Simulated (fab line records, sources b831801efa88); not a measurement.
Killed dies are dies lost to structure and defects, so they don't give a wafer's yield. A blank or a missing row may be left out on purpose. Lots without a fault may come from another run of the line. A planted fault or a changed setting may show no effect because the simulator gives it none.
Which tool did it? | flow gf180mcu | 14 lots, 42 wafers sampled, at 1 step of a route of 602

WHAT THE GAUGES READ, wafer by wafer
GF_CONTACT_THK_MEAS_01.
lot  | measured     | on            | CONTACT_CVD_00_THK (nm)
L304 | day 15 17:34 | film_metro-01 | 298.5 295.8 295.8
L306 | day 16 12:31 | film_metro-01 | 297.9 298.1 295.4
L307 | day 17 03:38 | film_metro-03 | 298.4 300.9 298.3
L308 | day 17 10:09 | film_metro-01 | 296.7 295.5 298.1
L309 | day 17 21:14 | film_metro-01 | 296.1 295.8 296.2
L314 | day 20 05:10 | film_metro-03 | 305.0 298.6 299.0
L316 | day 20 13:23 | film_metro-01 | 296.8 299.8 298.1
L317 | day 20 23:53 | film_metro-03 | 301.8 299.5 298.2
L319 | day 21 16:09 | film_metro-01 | 297.0 294.8 300.0
L320 | day 21 20:26 | film_metro-01 | 302.3 301.1 299.6
L321 | day 21 21:19 | film_metro-04 | 298.0 295.4 296.5
L323 | day 22 11:11 | film_metro-03 | 295.7 295.3 298.4
L324 | day 22 21:41 | film_metro-04 | 300.1 301.9 301.1
L325 | day 23 03:16 | film_metro-04 | 300.6 299.9 296.9

WHICH TOOL RAN EACH LOT (tool, then ch and the chambers of the sampled wafers, then the start)
The record holds no process step before these readings.

WHAT THE TOOLS THEMSELVES READ (means of the sampled wafers that have a number; where no wafer has one, the mark that the record gives instead)
The record holds no such reading with a usual standard deviation.

THE ANSWER, worked out from the rows above alone
Rule: what is usual is taken from the lots themselves. Put in order of their means at a reading, lots are off if they are a third of the lots or fewer, leave a main group of 4 or more, and stand apart from it by a gap of 3 or more times the standard deviation of the main group's means; of several such gaps the widest counts. A main group whose means are all the same, to the digits that the tables above print for the reading, isn't used. A lot without any number at a reading at which 4 lots or more have one is off too. The other lots that the step has rows for count as sound. The gauges are gone through in route order, then the tools' own readings, and for those a lot's mean is taken as printed above. The first step at which some lot is off is used, and at that step the reading that is off furthest; a lot without a number counts as furthest.
No lot is off at any reading shown: from this, nothing can be told.

WHAT THE SIMULATOR HAD PUT IN
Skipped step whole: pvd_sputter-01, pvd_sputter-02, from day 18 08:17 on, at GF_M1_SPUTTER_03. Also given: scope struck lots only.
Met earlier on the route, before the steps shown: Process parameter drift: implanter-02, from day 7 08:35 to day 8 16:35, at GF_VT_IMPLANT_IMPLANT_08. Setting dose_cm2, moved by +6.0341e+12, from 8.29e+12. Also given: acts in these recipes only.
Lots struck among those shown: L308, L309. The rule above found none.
